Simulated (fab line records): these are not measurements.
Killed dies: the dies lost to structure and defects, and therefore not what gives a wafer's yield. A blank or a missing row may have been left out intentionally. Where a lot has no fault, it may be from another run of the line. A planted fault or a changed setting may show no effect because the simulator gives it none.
fab line records	flow gf180mcu
record lots=15	wafers=45	lastDay=34
route steps=602 shown M1@316 V1@336
lots that met no fault: taken from a fault-free run of the same line
startH: start of the lot's first displayed wafer, in hours after the record's first day	waitH: how many hours have passed since the lot's step before this one	" as in the row above	L1.1+2: one row covering several wafers at once	- no value, or no start given	* or withheld: withheld	< > ~ a bound
route shown NAME@n: names a module that has steps shown in the file, with the first one's number in the route	usual: mean/standard deviation of fault-free wafers	same: alike in all rows	chamber/n: place in a boat	sites: readings site by site	_std_site: their standard deviation	_edge_site: mean of outer sites minus mean of inner sites	radiusMm: how far each site lies from the wafer's centre	mask NAME#n: copy n	behind: the tool/chamber that last shaped the wafer	hold: what put the lot on hold/how long, in hours/how the hold closed	device: transistor that didn't switch, given as n, p or np	end of line: tests run on the same wafers once the route is complete	where a step has no rows: the recipe by itself	killed: not the wafer's yield, but the dies lost to structure and defects at the first sort	map: shows each die of a wafer: x if killed, . if not, _ if none is there
set.NAME: the setting that was run; set.NAME@STEP: the one run at that earlier step	model.NAME: the simulator's own value behind a step, which no gauge read
steps of the route over a sample of lots; a table a step, a row a wafer
services: when a tool's chamber went out of use (startH, in hours from the record's first day, below 0 if earlier), for how many hours, and the reason
## steps
# step GF_M1_SPUTTER_01
# recipe material=TiN	targetThkNm=30	powerW=6500	timeS=25	chamberPressurePa=0.4
# usual cathodeDcPowerW=6500.0/1.2	chamberPressurePa=0.4000/0.00081	throttleValvePct=29.7/1
# same timeS=25
lot.wafer	tool	chamber	startH	waitH	cathodeDcPowerW	chamberPressurePa	throttleValvePct
L807.3	pvdSputter-04	-	369.49	0.1	6500.0	0.4005	29.6
L807.4	"	-	"	"	6500.7	0.4010	28.6
L807.5	"	-	"	"	6499.4	0.3997	29.9
L808.2	pvdSputter-02	-	376.97	0.1	6500.7	0.3998	29.5
L808.4	"	-	"	"	6499.1	0.4007	29.7
L808.6	"	-	"	"	6498.2	0.4003	28.7
L809.1	pvdSputter-04	-	390.53	0.1	6500.6	0.4004	28.3
L809.3	"	-	"	"	6500.1	0.3995	31.7
L809.4	"	-	"	"	6500.8	0.4004	30.0
L813.1	pvdSputter-01	-	417.77	0.1	6500.6	0.4010	31.4
L813.4	"	-	"	"	6501.1	0.3998	30.5
L813.6	"	-	"	"	6499.2	0.3996	30.1
L814.1	pvdSputter-04	-	429.99	0.1	6499.6	0.4008	31.6
L814.2	"	-	"	"	6501.8	0.4004	29.5
L814.3	"	-	"	"	6500.2	0.4005	28.4
L815.2	pvdSputter-04	-	436.79	0.1	6499.9	0.3998	29.6
L815.3	"	-	"	"	6499.3	0.3996	30.0
L815.5	"	-	"	"	6499.9	0.3995	28.3
L816.1	pvdSputter-02	-	441.34	0.1	6498.8	0.4008	28.4
L816.3	"	-	"	"	6499.7	0.4016	29.8
L816.4	"	-	"	"	6501.1	0.3998	28.6
L817.1	pvdSputter-04	-	450.59	0.1	6500.8	0.3999	31.4
L817.2	"	-	"	"	6499.0	0.3987	29.7
L817.6	"	-	"	"	6499.7	0.4007	28.2
L818.1	pvdSputter-04	-	459.14	0.1	6500.3	0.4006	29.4
L818.3	"	-	"	"	6499.6	0.3994	28.6
L818.5	"	-	"	"	6498.3	0.3988	28.6
L824.3	pvdSputter-02	-	513.96	0.1	6499.8	0.4017	28.5
L824.4	"	-	"	"	6498.3	0.3982	28.2
L824.6	"	-	"	"	6499.4	0.3998	29.4
L825.3	pvdSputter-04	-	519.04	0.1	6501.0	0.3992	31.4
L825.4	"	-	"	"	6501.4	0.4003	28.3
L825.5	"	-	"	"	6498.1	0.4002	29.5
L826.3	pvdSputter-01	-	526.86	0.1	6501.3	0.4016	28.7
L826.5	"	-	"	"	6499.0	0.3986	30.2
L826.6	"	-	"	"	6499.6	0.4018	28.8
L827.2	pvdSputter-02	-	537.28	0.1	6498.3	0.4007	28.5
L827.3	"	-	"	"	6499.3	0.3984	28.7
L827.5	"	-	"	"	6500.2	0.3991	28.9
L828.4	pvdSputter-01	-	545.16	0.1	6497.8	0.3985	30.1
L828.5	"	-	"	"	6499.9	0.4002	28.7
L828.6	"	-	"	"	6500.6	0.3996	30.4
L830.3	pvdSputter-02	-	552.83	0.1	6498.7	0.4002	29.8
L830.5	"	-	"	"	6501.9	0.4009	29.3
L830.6	"	-	"	"	6498.5	0.4011	29.7
# step GF_M1_SPUTTER_02
# recipe material=AlCu	targetThkNm=450	powerW=10600	timeS=23.9	chamberPressurePa=0.4
# usual cathodeDcPowerW=10600/1.9	chamberPressurePa=0.4001/0.00081	throttleValvePct=29.7/0.99
# same timeS=23.9
lot.wafer	tool	chamber	startH	waitH	cathodeDcPowerW	chamberPressurePa	throttleValvePct
L807.3	pvdSputter-04	-	369.52	0.0	10603	0.3981	29.4
L807.4	"	-	"	"	10598	0.4001	28.5
L807.5	"	-	"	"	10603	0.3993	30.1
L808.2	pvdSputter-02	-	377.01	0.0	10598	0.3993	29.1
L808.4	"	-	"	"	10603	0.4004	30.1
L808.6	"	-	"	"	10599	0.4013	28.5
L809.1	pvdSputter-04	-	390.56	0.0	10599	0.3992	28.4
L809.3	"	-	"	"	10597	0.3996	31.4
L809.4	"	-	"	"	10597	0.4004	30.1
L813.1	pvdSputter-01	-	417.80	0.0	10601	0.3993	31.3
L813.4	"	-	"	"	10602	0.4000	30.4
L813.6	"	-	"	"	10599	0.3998	30.1
L814.1	pvdSputter-04	-	430.02	0.0	10599	0.4000	31.5
L814.2	"	-	"	"	10599	0.4009	29.6
L814.3	"	-	"	"	10598	0.3990	28.7
L815.2	pvdSputter-04	-	436.82	0.0	10601	0.4002	29.2
L815.3	"	-	"	"	10600	0.4006	29.9
L815.5	"	-	"	"	10598	0.4000	28.2
L816.1	pvdSputter-02	-	441.37	0.0	10602	0.3996	28.3
L816.3	"	-	"	"	10601	0.3971	29.4
L816.4	"	-	"	"	10601	0.3999	28.8
L817.1	pvdSputter-04	-	450.62	0.0	10600	0.3997	31.5
L817.2	"	-	"	"	10599	0.4011	29.9
L817.6	"	-	"	"	10600	0.3994	28.5
L818.1	pvdSputter-04	-	459.17	0.0	10601	0.4001	29.3
L818.3	"	-	"	"	10600	0.3997	28.6
L818.5	"	-	"	"	10601	0.4002	28.4
L824.3	pvdSputter-02	-	513.99	0.0	10598	0.4011	28.8
L824.4	"	-	"	"	10598	0.4001	28.2
L824.6	"	-	"	"	10602	0.3992	29.0
L825.3	pvdSputter-04	-	519.07	0.0	10599	0.4005	31.6
L825.4	"	-	"	"	10605	0.4003	28.3
L825.5	"	-	"	"	10598	0.3998	29.7
L826.3	pvdSputter-01	-	526.89	0.0	10602	0.4003	29.2
L826.5	"	-	"	"	10597	0.3998	30.2
L826.6	"	-	"	"	10597	0.3989	28.9
L827.2	pvdSputter-02	-	537.31	0.0	10599	0.3994	28.6
L827.3	"	-	"	"	10602	0.4000	28.7
L827.5	"	-	"	"	10599	0.4003	28.7
L828.4	pvdSputter-01	-	545.19	0.0	10601	0.3992	30.0
L828.5	"	-	"	"	10599	0.4000	28.7
L828.6	"	-	"	"	10601	0.4008	30.3
L830.3	pvdSputter-02	-	552.86	0.0	10601	0.4006	29.7
L830.5	"	-	"	"	10601	0.4005	29.3
L830.6	"	-	"	"	10599	0.4010	29.7
# step GF_V1_THK_MEAS_01
# recipe reads=SiO2_of_V1_CVD_00
# usual V1_CVD_00_THK=598/5.8
lot.wafer	tool	chamber	startH	waitH	V1_CVD_00_THK[nm]
L807.3	filmMetro-02	-	393.39	0.1	598
L807.4	"	-	"	"	599
L807.5	"	-	"	"	600
L808.2	filmMetro-04	-	400.82	0.0	601
L808.4	"	-	"	"	597
L808.6	"	-	"	"	604
L809.1	filmMetro-03	-	414.67	0.0	598
L809.3	"	-	"	"	597
L809.4	"	-	"	"	594
L813.1	filmMetro-02	-	442.82	0.0	596
L813.4	"	-	"	"	590
L813.6	"	-	"	"	590
L814.1	filmMetro-03	-	455.47	0.0	585
L814.2	"	-	"	"	585
L814.3	"	-	"	"	585
L815.2	filmMetro-03	-	461.98	0.0	596
L815.3	"	-	"	"	601
L815.5	"	-	"	"	600
L816.1	filmMetro-03	-	466.41	0.0	600
L816.3	"	-	"	"	601
L816.4	"	-	"	"	599
L817.1	filmMetro-02	-	474.66	0.0	604
L817.2	"	-	"	"	595
L817.6	"	-	"	"	596
L818.1	filmMetro-02	-	483.81	0.0	602
L818.3	"	-	"	"	607
L818.5	"	-	"	"	601
L824.3	filmMetro-02	-	538.33	0.1	590
L824.4	"	-	"	"	589
L824.6	"	-	"	"	589
L825.3	filmMetro-02	-	542.68	0.1	601
L825.4	"	-	"	"	598
L825.5	"	-	"	"	600
L826.3	filmMetro-04	-	550.98	0.1	601
L826.5	"	-	"	"	606
L826.6	"	-	"	"	604
L827.2	filmMetro-02	-	560.52	0.0	606
L827.3	"	-	"	"	599
L827.5	"	-	"	"	595
L828.4	filmMetro-04	-	567.84	0.0	596
L828.5	"	-	"	"	586
L828.6	"	-	"	"	598
L830.3	filmMetro-02	-	575.62	0.1	600
L830.5	"	-	"	"	605
L830.6	"	-	"	"	613
# step GF_V1_SPUTTER_21
# recipe material=Ti	targetThkNm=15	chamberPressurePa=5	powerW=2500	substrateTempC=200	timeS=80.02
# usual cathodeDcPowerW=2500.0/0.43	chamberPressurePa=4.999/0.011	substrateTempC=200.00/0.18	throttleValvePct=29.6/1	timeS=80.02/0
lot.wafer	tool	chamber	startH	waitH	cathodeDcPowerW	chamberPressurePa	substrateTempC	throttleValvePct	timeS
L807.3	pvdSputter-04	-	418.57	0.0	2499.9	4.998	199.78	30.1	80.02
L807.4	"	-	"	"	2499.9	4.988	199.81	31.4	80.02
L807.5	"	-	"	"	2500.2	5.003	199.86	31.3	80.02
L808.2	pvdSputter-03	-	425.99	0.0	2499.2	5.018	200.02	29.0	80.02
L808.4	"	-	"	"	2500.1	4.980	199.91	29.8	80.02
L808.6	"	-	"	"	2500.1	4.993	200.15	29.1	80.02
L809.1	pvdSputter-03	-	439.70	0.0	2499.1	4.999	199.89	30.2	80.02
L809.3	"	-	"	"	2500.0	4.985	200.06	28.3	80.02
L809.4	"	-	"	"	2500.1	4.996	200.13	30.1	80.02
L813.1	pvdSputter-03	-	468.43	0.0	2499.8	5.006	200.30	30.1	80.02
L813.4	"	-	"	"	2500.7	4.999	200.15	30.1	80.02
L813.6	"	-	"	"	2499.5	4.987	200.17	28.0	80.02
L814.1	pvdSputter-03	-	480.09	0.0	2499.6	4.992	200.03	29.0	80.02
L814.2	"	-	"	"	2500.0	4.995	200.01	28.1	80.02
L814.3	"	-	"	"	2500.4	4.987	200.09	30.0	80.02
L815.2	pvdSputter-04	-	487.03	0.0	2500.6	5.002	200.05	29.5	80.02
L815.3	"	-	"	"	2500.3	5.003	200.26	31.6	80.02
L815.5	"	-	"	"	2499.9	5.004	200.11	31.0	80.02
L816.1	pvdSputter-01	-	491.74	0.0	-	-	-	-	-
L816.3	"	-	"	"	-	-	-	-	-
L816.4	"	-	"	"	-	-	-	-	-
L817.1	pvdSputter-01	-	499.97	0.0	-	-	-	-	-
L817.2	"	-	"	"	-	-	-	-	-
L817.6	"	-	"	"	-	-	-	-	-
L818.1	pvdSputter-01	-	508.85	0.0	-	-	-	-	-
L818.3	"	-	"	"	-	-	-	-	-
L818.5	"	-	"	"	-	-	-	-	-
L824.3	pvdSputter-03	-	561.73	0.0	2499.5	5.013	199.91	30.2	80.02
L824.4	"	-	"	"	2499.8	4.986	200.08	30.2	80.02
L824.6	"	-	"	"	2499.7	5.004	200.49	27.8	80.02
L825.3	pvdSputter-03	-	566.60	0.0	2500.0	4.995	200.25	30.0	80.02
L825.4	"	-	"	"	2499.9	4.999	199.76	28.9	80.02
L825.5	"	-	"	"	2500.2	4.984	200.25	29.8	80.02
L826.3	pvdSputter-01	-	574.53	0.0	2499.9	4.999	200.19	31.3	80.02
L826.5	"	-	"	"	2499.5	4.996	200.11	31.6	80.02
L826.6	"	-	"	"	2499.7	4.998	200.00	30.3	80.02
L827.2	pvdSputter-03	-	583.01	0.0	2500.6	5.009	200.17	30.2	80.02
L827.3	"	-	"	"	2500.5	5.013	200.16	30.0	80.02
L827.5	"	-	"	"	2500.3	4.990	200.07	28.7	80.02
L828.4	pvdSputter-01	-	590.78	0.0	2499.4	4.998	200.10	28.8	80.02
L828.5	"	-	"	"	2500.5	5.010	199.87	30.3	80.02
L828.6	"	-	"	"	2500.4	5.008	199.93	31.4	80.02
L830.3	pvdSputter-03	-	597.47	0.0	2500.2	4.995	199.93	29.1	80.02
L830.5	"	-	"	"	2499.5	4.972	200.07	29.9	80.02
L830.6	"	-	"	"	2500.9	4.999	199.88	27.9	80.02
## services
tool	chamber	startH	hours	kind
pvdSputter-01	-	346.11	4.0	repair
pvdSputter-03	-	355.78	16.3	repair
pvdSputter-01	-	384.85	3.1	repair
pvdSputter-03	-	409.18	7.5	repair
pvdSputter-03	-	417.51	1.7	repair
pvdSputter-02	-	441.95	4.5	repair
pvdSputter-02	-	460.66	10.0	repair
pvdSputter-01	-	468.51	1.9	repair
pvdSputter-04	-	476.23	8.7	repair
pvdSputter-01	-	512.62	3.6	repair
pvdSputter-04	-	523.45	3.9	repair
pvdSputter-04	-	523.56	88.6	repair
pvdSputter-02	-	526.69	1.0	repair
## key
firstSign step=GF_V1_SPUTTER_21	reading=toolRecord	direction=missing
effect none on later readings
metAt GF_V1_SPUTTER_21
struckLots L816,L817,L818
laterRowsLeftOut L816.1,L816.3,L816.4,L817.1,L817.2,L817.6,L818.1,L818.3,L818.5
sortLeftOut L816.1,L816.3,L816.4,L817.1,L817.2,L817.6,L818.1,L818.3,L818.5
notActingAt GF_M1_SPUTTER_01,GF_M1_SPUTTER_02,GF_V1_THK_MEAS_01
fault kind=skippedStepWhole	tool=pvdSputter-01	chamber=-	onsetH=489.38	steps=GF_V1_SPUTTER_21	scope=struckLotsOnly
# sortLeftOut: the simulated sort isn't trusted on such a fault, so these wafers' sort isn't shown, and their yield isn't known
# laterRowsLeftOut: the simulator's readings of these wafers behind a module that went badly wrong aren't trusted and aren't shown, but for the sort
